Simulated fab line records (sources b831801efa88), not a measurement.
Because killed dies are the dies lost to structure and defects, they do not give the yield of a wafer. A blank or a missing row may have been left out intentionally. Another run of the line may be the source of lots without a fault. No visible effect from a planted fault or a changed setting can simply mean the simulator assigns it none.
fab line records | flow sky130
record lots=13 wafers=38 last-day=50
route steps=708 shown FIELD_ISO@31 POLY_CUT@315 SD_N@350 LOCAL_INTERCONNECT@398 PAD_OPEN@708
lots with no fault: from the same line, run without faults
start-h: start of the lot's first displayed wafer, in hours after the record's first day | wait-h: hours since the lot's step before | " the same as in the row above | L1.1+2: several wafers, shown together as one row | - value missing, or start not given | * or withheld: withheld | < > ~ a bound
route shown NAME@n: a module of which the file shows steps, and the number in the route of the first | usual: the fault-free wafers' mean and standard deviation | same: alike in all rows | chamber/n: place in a boat | sites: per-site readings | _std_site: the values' standard deviation | _edge_site: the outer-site mean with the inner-site mean subtracted | radius-mm: for every site, how far away it sits from the centre of the wafer | mask NAME#n: copy n | behind: the tool/chamber that last shaped the wafer | hold: cause of the lot's hold/its duration in hours/its outcome | device: transistor that didn't switch, given as n, p or np | end of line: the tests these same wafers got at the end of their route | for a step that has no rows: nothing shown but its recipe | killed: at the first sort, the dies lost to defects and structure; wafer yield is something else | map: dies across one wafer; x = killed, . = not, _ = none there
set.NAME: the setting the step ran with; set.NAME@STEP: the setting that earlier step ran with | model.NAME: the simulator's own value behind a step, which no gauge read
route steps across a sampled set of lots; one table per step, one row per wafer
## steps
# step SKY_FIELD_ISO_WET_ETCH_30
# recipe chemistry=dHF target-depth-nm=25 target=SiO2 dilution=10:1 temp-c=25 time-s=50
# usual bath-heat-duty-pct=6.0/0.59 temp-c=25.00/0.12
# same time-s=50
# columns lot.wafer tool chamber start-h wait-h bath-heat-duty-pct temp-c
L567.2 wet-bench-03 0 49.77 0.0 5.6 24.89
L567.3 " 0 " " 5.2 24.97
L567.4 " 0 " " 5.2 25.03
L568.1 wet-bench-01 0 50.14 0.0 6.4 25.14
L568.5 " 0 " " 5.9 25.24
L568.6 " 0 " " 5.8 25.17
L569.4 wet-bench-01 2 50.14 0.0 5.8 24.88
L569.5 " 2 " " 6.4 24.99
L569.6 " 2 " " 7.1 25.01
L570.3 wet-bench-01 1 51.27 0.0 0 13.77
L570.5 " 1 " " 0 13.63
L570.6 " 1 " " 0 13.65
L579.2 wet-bench-03 1 98.11 0.0 6.5 24.99
L579.3 " 1 " " 6.0 25.00
L579.6 " 1 " " 6.0 25.00
L580.2 wet-bench-03 0 103.58 0.0 5.9 24.81
L580.3 " 0 " " 5.2 24.71
L580.5 " 0 " " 6.0 25.02
L582.1 wet-bench-02 1 116.03 0.0 5.5 25.03
L582.3 " 1 " " 5.6 24.83
L582.4 " 1 " " 6.7 25.02
L584.1 wet-bench-02 3 122.82 0.0 5.4 25.17
L584.2 " 3 " " 5.9 25.04
L584.3 " 3 " " 6.3 24.96
L585.2 wet-bench-03 1 129.42 0.0 6.6 25.20
L585.5 " 1 " " 6.7 25.24
L586.1 wet-bench-02 2 133.93 0.0 5.9 25.12
L586.3 " 2 " " 5.6 24.78
L586.5 " 2 " " 7.0 24.97
L587.2 wet-bench-02 2 139.17 0.0 4.8 24.98
L587.4 " 2 " " 5.9 25.04
L587.6 " 2 " " 5.8 25.03
L588.2 wet-bench-02 2 142.36 0.0 6.2 25.01
L588.4 " 2 " " 5.3 25.01
L588.6 " 2 " " 6.0 24.90
L589.1 wet-bench-02 0 148.93 0.0 6.8 25.04
L589.4 " 0 " " 5.3 24.88
L589.5 " 0 " " 6.5 24.86
# step SKY_POLY_CUT_CD_MEAS_08
# recipe target-cd-nm=270
# usual cd-nm=270.1/1.4
# columns lot.wafer tool chamber start-h wait-h cd-nm
L569.4 cd-sem-01 - 580.99 - 270.4
L569.5 " - " " 269.4
L569.6 " - " " 269.3
L568.1 cd-sem-01 - 582.18 - 271.2
L568.5 " - " " 270.3
L568.6 " - " " 269.5
L567.2 cd-sem-01 - 585.04 - 271.1
L567.3 " - " " 270.7
L567.4 " - " " 270.3
L570.3 cd-sem-01 - 586.06 - 271.6
L570.5 " - " " 271.6
L570.6 " - " " 272.0
L579.2 cd-sem-02 - 662.38 - 267.9
L579.3 " - " " 265.8
L579.6 " - " " 267.2
L580.2 cd-sem-02 - 675.20 - 268.4
L580.3 " - " " 269.1
L580.5 " - " " 268.1
L582.1 cd-sem-02 - 687.77 - 270.5
L582.3 " - " " 270.3
L582.4 " - " " 269.7
L586.1 cd-sem-02 - 737.78 - 270.2
L586.3 " - " " 270.9
L586.5 " - " " 270.2
L587.2 cd-sem-01 - 738.53 - 269.0
L587.4 " - " " 271.4
L587.6 " - " " 269.5
L584.1 cd-sem-02 - 739.17 - 269.3
L584.2 " - " " 268.3
L584.3 " - " " 269.1
L588.2 cd-sem-02 - 740.64 - 271.3
L588.4 " - " " 272.1
L588.6 " - " " 272.0
L585.2 cd-sem-01 - 740.75 - 271.3
L585.5 " - " " 270.8
L589.1 cd-sem-01 - 741.57 - 271.6
L589.4 " - " " 270.5
L589.5 " - " " 270.4
# step SKY_SD_N_OVL_MEAS_08
# usual SD_N_OVL=-0.6/1.7
# columns lot.wafer tool chamber start-h wait-h SD_N_OVL[nm]
L569.4 overlay-01 - 668.40 0.1 3.4
L569.5 " - " " 0.4
L569.6 " - " " 2.7
L568.1 overlay-02 - 670.18 0.1 -1.8
L568.5 " - " " -1.0
L568.6 " - " " -2.7
L567.2 overlay-01 - 671.89 0.1 0.6
L567.3 " - " " -0.4
L567.4 " - " " 2.1
L570.3 overlay-02 - 672.53 0.1 0.4
L570.5 " - " " -1.1
L570.6 " - " " -0.9
L579.2 overlay-02 - 746.80 0.1 -3.1
L579.3 " - " " -2.8
L579.6 " - " " -4.0
L580.2 overlay-02 - 757.94 0.1 -2.2
L580.3 " - " " -2.3
L580.5 " - " " -1.9
L582.1 overlay-02 - 770.03 0.1 -0.6
L582.3 " - " " 0.7
L582.4 " - " " -0.6
L586.1 overlay-01 - 817.63 0.1 -2.2
L586.3 " - " " 1.4
L586.5 " - " " -1.3
L587.2 overlay-02 - 818.64 0.1 1.0
L587.4 " - " " 1.1
L587.6 " - " " -0.3
L584.1 overlay-02 - 819.25 0.1 1.0
L584.2 " - " " -0.4
L584.3 " - " " -1.3
L588.2 overlay-01 - 821.22 0.1 -0.5
L588.4 " - " " 0.7
L588.6 " - " " -0.7
L585.2 overlay-01 - 821.52 0.1 -1.6
L585.5 " - " " -1.1
L589.1 overlay-01 - 821.94 0.1 0.0
L589.4 " - " " -0.1
L589.5 " - " " -1.7
# step SKY_LOCAL_INTERCONNECT_CD_MEAS_11
# recipe target-cd-nm=170
# usual cd-nm=170.2/1.4
# columns lot.wafer tool chamber start-h wait-h cd-nm
L569.4 cd-sem-01 - 728.99 - 171.5
L569.5 " - " " 171.2
L569.6 " - " " 171.6
L568.1 cd-sem-02 - 729.45 - 169.1
L568.5 " - " " 168.3
L568.6 " - " " 168.3
L567.2 cd-sem-01 - 731.00 - 171.6
L567.3 " - " " 168.9
L567.4 " - " " 170.2
L570.3 cd-sem-02 - 731.94 - 170.0
L570.5 " - " " 169.8
L570.6 " - " " 170.1
L579.2 cd-sem-02 - 804.75 - 169.2
L579.3 " - " " 170.7
L579.6 " - " " 170.2
L580.2 cd-sem-01 - 813.57 - 166.6
L580.3 " - " " 167.7
L580.5 " - " " 168.6
L582.1 cd-sem-02 - 825.42 - 170.1
L582.3 " - " " 171.0
L582.4 " - " " 170.8
L586.1 cd-sem-01 - 871.48 - 170.6
L586.3 " - " " 169.7
L586.5 " - " " 170.2
L587.2 cd-sem-02 - 873.49 - 169.1
L587.4 " - " " 169.2
L587.6 " - " " 169.3
L584.1 cd-sem-02 - 874.03 - 170.5
L584.2 " - " " 169.5
L584.3 " - " " 170.4
L588.2 cd-sem-02 - 875.60 - 169.2
L588.4 " - " " 172.3
L588.6 " - " " 170.3
L585.2 cd-sem-01 - 876.44 - 171.0
L585.5 " - " " 171.4
L589.1 cd-sem-02 - 877.12 - 169.7
L589.4 " - " " 171.2
L589.5 " - " " 170.8
# step SKY_PAD_OPEN_PROBE_99
# usual killed_at_M0_to_M3=44/6.9 killed_at_M4_up=3.3/2 killed-at-contacts=25/5.4 killed-at-front-end=16/4.6 killed-at-other=0.2/0.51 killed-dies=88/8.9 killed-on-rim=17/3.6 killed-open=48/6.8 killed-short=39/5.8
# same gross-dies=492 killed-at-back-side=0
# columns lot.wafer tool chamber start-h wait-h killed_at_M0_to_M3 killed_at_M4_up killed-at-contacts killed-at-front-end killed-at-other killed-dies killed-on-rim killed-open killed-short
L569.4 prober-02 - 1092.09 0.2 46 4 29 26 0 105 27 54 49
L569.5 prober-02 - 1092.14 0.2 58 2 20 8 0 88 18 47 41
L569.6 prober-02 - 1092.19 0.2 48 2 24 15 0 89 24 41 48
L585.2 prober-02 - 1199.83 0.1 36 2 24 32 0 94 28 55 39
L585.5 prober-02 - 1199.98 0.2 37 3 21 18 1 80 14 46 33
# killed by level:class
L569.4 VIA1:geometric-particle:open=16 CONTACT:geometric-particle:open=15 FIELD_ISO:geometric-particle:open=7 LOCAL_INTERCONNECT:geometric-particle:short=7 FIELD_ISO:geometric-particle:short=6 METAL1:geometric-particle:short=5 POLY_GATE:geometric-particle:short=5 CONTACT:geometric-particle:short=5
L569.5 VIA1:geometric-particle:open=13 VIA3:geometric-particle:open=8 VIA2:geometric-particle:open=8 METAL2:geometric-particle:short=8 LI_CONTACT:geometric-particle:open=6 CONTACT:geometric-particle:short=6 VIA3:geometric-particle:short=6 VIA1:geometric-particle:short=5
L569.6 CONTACT:geometric-particle:short=9 VIA1:geometric-particle:open=9 FIELD_ISO:geometric-particle:open=7 VIA3:geometric-particle:open=7 VIA3:geometric-particle:short=6 LOCAL_INTERCONNECT:geometric-particle:short=5 CONTACT:geometric-particle:open=5 VIA1:geometric-particle:short=5
L585.2 FIELD_ISO:geometric-particle:open=10 VIA1:geometric-particle:open=9 LI_CONTACT:geometric-particle:open=8 FIELD_ISO:geometric-particle:short=7 VIA3:geometric-particle:open=7 POLY_GATE:geometric-particle:open=6 CONTACT:geometric-particle:open=6 POLY_GATE:geometric-particle:short=5
L585.5 VIA1:geometric-particle:open=10 LI_CONTACT:geometric-particle:open=8 VIA2:geometric-particle:open=8 VIA1:geometric-particle:short=7 CONTACT:geometric-particle:open=7 POLY_GATE:geometric-particle:short=5 VIA3:geometric-particle:open=5 FIELD_ISO:geometric-particle:open=4
## key
first-sign step=SKY_FIELD_ISO_WET_ETCH_30 reading=temp-c direction=down sigmas=93 usual=* struck=*
effect step=SKY_FIELD_ISO_WET_ETCH_30 reading=bath-heat-duty-pct direction=down sigmas=10 usual=6.0 struck=0
met-at SKY_FIELD_ISO_WET_ETCH_30
struck-lots L570
struck-wafers L570.3,L570.5,L570.6
tester-left-out L570
not-acting-at SKY_POLY_CUT_CD_MEAS_08,SKY_SD_N_OVL_MEAS_08,SKY_LOCAL_INTERCONNECT_CD_MEAS_11
fault kind=process-parameter-drift tool=wet-bench-01 chamber=1 onset-h=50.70 steps=SKY_FIELD_ISO_WET_ETCH_30 channel=temp-c offset=* shape=step end-h=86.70 acts-in=* stated=*
# tester-left-out: of these lots the tester's yield and bins aren't shown, on N5 and GAA mostly nor the transistor test; their killed dies are dies lost to structure and defects alone, not to doping, threshold or leakage, so they don't give the yield
